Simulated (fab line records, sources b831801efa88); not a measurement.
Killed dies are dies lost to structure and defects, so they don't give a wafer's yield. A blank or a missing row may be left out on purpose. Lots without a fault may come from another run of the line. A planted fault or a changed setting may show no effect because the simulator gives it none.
Chamber matching | flow sky130 | SKY_VIA4_CMP_02 on cmp-02: 4 sister chambers
The step polishes SiO2. 4 wafers are shown with their chamber, then 8 later ones without.

WAFERS WITH THEIR CHAMBER
wafer  | chamber | motor_current_A (A)
L745.2 | 1       | 11.8
L749.2 | 2       | 10.5
L749.6 | 3       | 11.2
L751.2 | 0       | 12.8

WAFERS WITHOUT THEIR CHAMBER
wafer  | motor_current_A (A)
L751.4 | 10.5
L751.5 | 11.2
L753.2 | 11.4
L753.4 | 12.0
L753.5 | 11.0
L756.1 | 10.0
L756.3 | 11.6
L756.4 | 12.0

WHICH CHAMBER EACH WENT THROUGH
wafer  | from the rows above     | in truth
L751.4 | 2                       | 2
L751.5 | 3                       | 3
L753.2 | can't be placed: 3 or 1 | 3
L753.4 | 1                       | 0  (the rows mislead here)
L753.5 | can't be placed: 3 or 2 | 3
L756.1 | 2                       | 2
L756.3 | can't be placed: 1 or 3 | 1
L756.4 | 1                       | 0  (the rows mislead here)
Placed correctly: 3 of 8. Can't be placed from these rows: 3 (the true chamber is among the candidates in 3). Placed wrongly: 2.
How it was worked out, from the rows above alone: a wafer's distance from a chamber is the root of the sum, over the readings, of the square of ((its reading less the chamber's mean) divided by the reading's scatter). The wafer belongs to the nearest chamber; if the next one is less than 2 further off, it can't be placed. A chamber's mean is the mean of its shown wafers. The scatter: with one shown wafer a chamber, the root of the mean of the squares of how far each hidden wafer lies from its nearest shown one.
